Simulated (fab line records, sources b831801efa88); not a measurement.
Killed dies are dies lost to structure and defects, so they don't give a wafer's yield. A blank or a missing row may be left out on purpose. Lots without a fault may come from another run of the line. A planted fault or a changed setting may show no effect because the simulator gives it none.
fab line records | flow sky130 | part 2 of 2: steps 25 to 33 of 33
record lots=5 wafers=15 last_day=50
route steps=708 shown LDD_N@243 LDD_P@255 LDD_HVN@267
lots that met no fault: from a run of the same line without faults
start_h: hours from the record's first day to the start of the lot's first wafer shown | wait_h: hours since the lot's step before | " the same as in the row above | L1.1+2: a row that stands for several wafers | - no value, or no start given | * or withheld: withheld | < > ~ a bound
route shown NAME@n: a module of which the file shows steps, and the number in the route of the first | usual: mean/standard deviation of fault-free wafers | same: alike in all rows | chamber/n: place in a boat | sites: the reading at each site | _std_site: their standard deviation | _edge_site: outer sites' mean less inner sites' | radius_mm: how far each site lies from the wafer's centre | mask NAME#n: copy n | behind: the tool/chamber that last shaped the wafer | hold: why the lot was held/for how many hours/how that ended | device: the transistor (n, p or np) that didn't switch | end of line: the same wafers' tests at the end of the route | a step without rows: its recipe alone | killed: dies lost to structure and defects at the first sort, not the wafer's yield | map: a wafer's dies, x killed, . not, _ none there
set.NAME: the setting as run; set.NAME@STEP: as run at that earlier step | model.NAME: the simulator's own value behind a step, which no gauge read
lots at some steps of the route; a table a step, a row a wafer
services: from which hour (start_h, from the record's first day; less than 0 if before it) a tool's chamber was out of use, for how many hours, and why
## steps
# step SKY_LDD_HVN_DEHYDRATE_00
# recipe temp_c=200 time_s=60
# usual resist_line_temp_C=22.98/0.11
# columns lot.wafer tool chamber start_h wait_h resist_line_temp_C
L074.3 litho_track-04 0 444.49 14.5 23.04
L074.5 " 0 " " 22.98
L074.6 " 0 " " 22.90
L087.1 litho_track-03 0 581.88 14.5 23.17
L087.4 " 0 " " 22.95
L087.5 " 0 " " 23.09
L090.1 litho_track-03 0 600.93 13.4 22.84
L090.3 " 0 " " 22.94
L090.6 " 0 " " 22.94
L092.2 litho_track-02 0 605.62 14.0 22.81
L092.5 " 0 " " 22.93
L092.6 " 0 " " 22.92
L096.2 litho_track-03 0 638.56 14.4 23.10
L096.3 " 0 " " 23.00
L096.4 " 0 " " 23.04
# step SKY_LDD_HVN_HMDS_01
# recipe prime_time_s=60 prime_temp_c=120
# usual resist_line_temp_C=23.00/0.12
# columns lot.wafer tool chamber start_h wait_h resist_line_temp_C
L074.3 litho_track-04 0 444.64 0.1 23.03
L074.5 " 0 " " 23.02
L074.6 " 0 " " 23.09
L087.1 litho_track-03 0 582.03 0.1 23.16
L087.4 " 0 " " 23.16
L087.5 " 0 " " 23.06
L090.1 litho_track-03 0 601.08 0.1 23.08
L090.3 " 0 " " 23.10
L090.6 " 0 " " 23.05
L092.2 litho_track-02 0 605.77 0.1 22.99
L092.5 " 0 " " 22.90
L092.6 " 0 " " 23.07
L096.2 litho_track-03 0 638.71 0.1 23.05
L096.3 " 0 " " 23.07
L096.4 " 0 " " 23.06
# step SKY_LDD_HVN_COAT_02
# recipe resist=NOVOLAK spin_rpm=3000 resist_thk_nm=300
# usual resist_line_temp_C=22.99/0.11
# columns lot.wafer tool chamber start_h wait_h resist_line_temp_C
L074.3 litho_track-04 0 444.79 0.1 23.12
L074.5 " 0 " " 22.96
L074.6 " 0 " " 22.98
L087.1 litho_track-03 0 582.18 0.1 23.12
L087.4 " 0 " " 22.95
L087.5 " 0 " " 22.99
L090.1 litho_track-03 0 601.23 0.1 22.77
L090.3 " 0 " " 23.00
L090.6 " 0 " " 22.93
L092.2 litho_track-02 0 605.92 0.1 22.99
L092.5 " 0 " " 23.01
L092.6 " 0 " " 23.11
L096.2 litho_track-03 0 638.86 0.1 23.17
L096.3 " 0 " " 22.98
L096.4 " 0 " " 23.03
# step SKY_LDD_HVN_SOFTBAKE_03
# recipe temp_c=90 time_s=60 resist=NOVOLAK
# usual resist_line_temp_C=23.01/0.1
# columns lot.wafer tool chamber start_h wait_h resist_line_temp_C
L074.3 litho_track-04 0 444.94 0.1 22.87
L074.5 " 0 " " 23.07
L074.6 " 0 " " 22.99
L087.1 litho_track-03 0 582.33 0.1 22.99
L087.4 " 0 " " 22.84
L087.5 " 0 " " 22.99
L090.1 litho_track-03 0 601.38 0.1 22.96
L090.3 " 0 " " 22.99
L090.6 " 0 " " 22.97
L092.2 litho_track-02 0 606.07 0.1 23.08
L092.5 " 0 " " 23.21
L092.6 " 0 " " 23.13
L096.2 litho_track-03 0 639.01 0.1 23.06
L096.3 " 0 " " 22.97
L096.4 " 0 " " 23.10
# step SKY_LDD_HVN_EXPOSE_04
# recipe mask_id=HVNTM na=0.6 source_shape=conventional sigma_outer=0.6 polarization=unpolarized target_cd_nm=700 dose_mj=127
# usual exposure_dose_mJ_cm2=127.02/0.11 stage_vel_mm_s=500.06/0.27
# columns lot.wafer tool chamber start_h wait_h mask exposure_dose_mJ_cm2 stage_vel_mm_s
L074.3 iline_stepper-02 0 - - HVNTM#0 126.95 499.54
L074.5 " 0 " " HVNTM#0 126.92 499.97
L074.6 " 0 " " HVNTM#0 126.87 499.74
L087.1 iline_stepper-02 0 - - HVNTM#0 126.95 499.63
L087.4 " 0 " " HVNTM#0 127.06 499.62
L087.5 " 0 " " HVNTM#0 127.04 499.71
L090.1 iline_stepper-02 0 - - HVNTM#0 127.00 500.14
L090.3 " 0 " " HVNTM#0 127.07 500.20
L090.6 " 0 " " HVNTM#0 127.08 500.08
L092.2 iline_stepper-01 0 - - HVNTM#0 126.92 499.57
L092.5 " 0 " " HVNTM#0 126.97 499.94
L092.6 " 0 " " HVNTM#0 126.92 499.54
L096.2 iline_stepper-02 0 - - HVNTM#0 127.05 499.92
L096.3 " 0 " " HVNTM#0 127.03 500.40
L096.4 " 0 " " HVNTM#0 126.96 500.45
# step SKY_LDD_HVN_PEB_05
# recipe temp_c=withheld time_s=* resist=NOVOLAK
# usual resist_line_temp_C=*
# columns lot.wafer tool chamber start_h wait_h resist_line_temp_C
L074.3 litho_track-03 0 - - *
L074.5 " 0 " " *
L074.6 " 0 " " *
L087.1 litho_track-04 0 - - *
L087.4 " 0 " " *
L087.5 " 0 " " *
L090.1 litho_track-02 0 - - *
L090.3 " 0 " " *
L090.6 " 0 " " *
L092.2 litho_track-02 0 - - *
L092.5 " 0 " " *
L092.6 " 0 " " *
L096.2 litho_track-02 0 - - *
L096.3 " 0 " " *
L096.4 " 0 " " *
# step SKY_LDD_HVN_DEVELOP_06
# recipe resist=NOVOLAK developer=TMAH develop_time_s=60 dev_temp_c=23
# usual resist_line_temp_C=22.99/0.11
# columns lot.wafer tool chamber start_h wait_h resist_line_temp_C
L074.3 litho_track-03 0 460.23 0.1 22.91
L074.5 " 0 " " 22.87
L074.6 " 0 " " 23.04
L087.1 litho_track-04 0 602.74 0.1 23.03
L087.4 " 0 " " 23.08
L087.5 " 0 " " 22.99
L090.1 litho_track-02 0 616.15 0.1 22.78
L090.3 " 0 " " 22.98
L090.6 " 0 " " 22.92
L092.2 litho_track-02 0 620.22 0.1 23.17
L092.5 " 0 " " 23.03
L092.6 " 0 " " 23.08
L096.2 litho_track-02 0 652.82 0.1 23.09
L096.3 " 0 " " 23.27
L096.4 " 0 " " 23.00
# step SKY_LDD_HVN_OVL_MEAS_07
# usual LDD_HVN_OVL=0.0/1.5
# columns lot.wafer tool chamber start_h wait_h LDD_HVN_OVL[nm]
L074.3 overlay-01 - 460.34 0.1 0.0
L074.5 " - " " 0.0
L074.6 " - " " 1.0
L087.1 overlay-01 - 602.89 0.1 -2.0
L087.4 " - " " -2.3
L087.5 " - " " -1.5
L090.1 overlay-02 - 616.30 0.1 -1.0
L090.3 " - " " -1.4
L090.6 " - " " -2.7
L092.2 overlay-02 - 620.35 0.1 1.0
L092.5 " - " " 0.3
L092.6 " - " " 0.5
L096.2 overlay-02 - 652.95 0.1 -1.4
L096.3 " - " " -0.7
L096.4 " - " " -0.5
# step SKY_LDD_HVN_IMPLANT_08
# recipe species=P energy_kev=60 dose_cm2=3e+13 tilt_deg=40
# usual beam_energy_keV=59.996/0.016 tilt_deg=40.006/0.022
# columns lot.wafer tool chamber start_h wait_h beam_energy_keV tilt_deg
L074.3 implanter-04 0 460.42 0.1 60.001 39.985
L074.5 " 0 " " 60.001 40.002
L074.6 " 0 " " 59.993 40.002
L087.1 implanter-01 0 602.92 0.0 60.003 39.987
L087.4 " 0 " " 59.983 39.945
L087.5 " 0 " " 60.011 39.993
L090.1 implanter-04 0 616.33 0.0 59.974 39.951
L090.3 " 0 " " 59.989 39.986
L090.6 " 0 " " 59.979 39.978
L092.2 implanter-01 0 620.41 0.0 59.990 40.016
L092.5 " 0 " " 59.986 40.008
L092.6 " 0 " " 60.017 40.033
L096.2 implanter-04 0 653.01 0.0 59.973 39.977
L096.3 " 0 " " 59.984 39.979
L096.4 " 0 " " 60.013 39.992
## services
# columns tool chamber start_h hours kind
implanter-03 - 381.92 3.5 repair
implanter-02 - 382.83 1.2 repair
iline_stepper-01 - 394.73 1.7 pm
plasma_asher-01 - 406.69 1.5 repair
plasma_asher-04 - 421.25 9.0 pm
implanter-03 - 427.09 1.6 repair
iline_stepper-01 - 458.39 1.0 repair
iline_stepper-02 - 461.07 1.7 pm
plasma_asher-01 - 467.58 2.9 repair
iline_stepper-02 - 468.79 1.6 repair
plasma_asher-01 - 472.70 2.8 repair
plasma_asher-01 - 511.13 0.3 repair
iline_stepper-02 - 518.44 4.2 repair
implanter-04 - 518.96 4.5 repair
iline_stepper-02 - 533.76 13.9 repair
plasma_asher-01 - 542.79 3.3 repair
implanter-04 - 542.82 3.5 pm
iline_stepper-02 - 547.63 2.1 pm
iline_stepper-02 - 581.38 4.1 repair
implanter-04 - 588.89 4.0 repair
implanter-04 - 606.89 3.8 pm
implanter-02 - 613.87 17.7 pm
plasma_asher-01 - 615.14 4.3 pm
implanter-02 - 635.12 22.5 pm
